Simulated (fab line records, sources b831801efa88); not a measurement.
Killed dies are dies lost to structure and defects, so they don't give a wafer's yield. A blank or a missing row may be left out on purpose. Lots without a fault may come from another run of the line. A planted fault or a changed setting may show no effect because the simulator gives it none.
Chamber matching | flow gf180mcu | GF_V4_CMP_04 on cmp-01: 4 sister chambers
The step polishes SiO2. 4 wafers are shown with their chamber, then 7 later ones without.

WAFERS WITH THEIR CHAMBER
wafer  | chamber | motor_current_A (A)
L100.2 | 2       | 11.7
L103.2 | 3       | 11.7
L103.4 | 1       | 12.4
L103.5 | 0       | 13.2

WAFERS WITHOUT THEIR CHAMBER
wafer  | motor_current_A (A)
L110.6 | 11.6
L114.2 | 13.2
L114.5 | 12.2
L114.6 | 11.1
L117.3 | 11.5
L117.5 | 12.2
L117.6 | 13.7

WHICH CHAMBER EACH WENT THROUGH
wafer  | from the rows above          | in truth
L110.6 | can't be placed: 2 or 3      | 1
L114.2 | 0                            | 0
L114.5 | can't be placed: 1 or 2 or 3 | 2
L114.6 | can't be placed: 2 or 3      | 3
L117.3 | can't be placed: 2 or 3      | 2
L117.5 | can't be placed: 1 or 2 or 3 | 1
L117.6 | 0                            | 0
Placed correctly: 2 of 7. Can't be placed from these rows: 5 (the true chamber is among the candidates in 4). Placed wrongly: 0.
How it was worked out, from the rows above alone: a wafer's distance from a chamber is the root of the sum, over the readings, of the square of ((its reading less the chamber's mean) divided by the reading's scatter). The wafer belongs to the nearest chamber; if the next one is less than 2 further off, it can't be placed. A chamber's mean is the mean of its shown wafers. The scatter: with one shown wafer a chamber, the root of the mean of the squares of how far each hidden wafer lies from its nearest shown one.
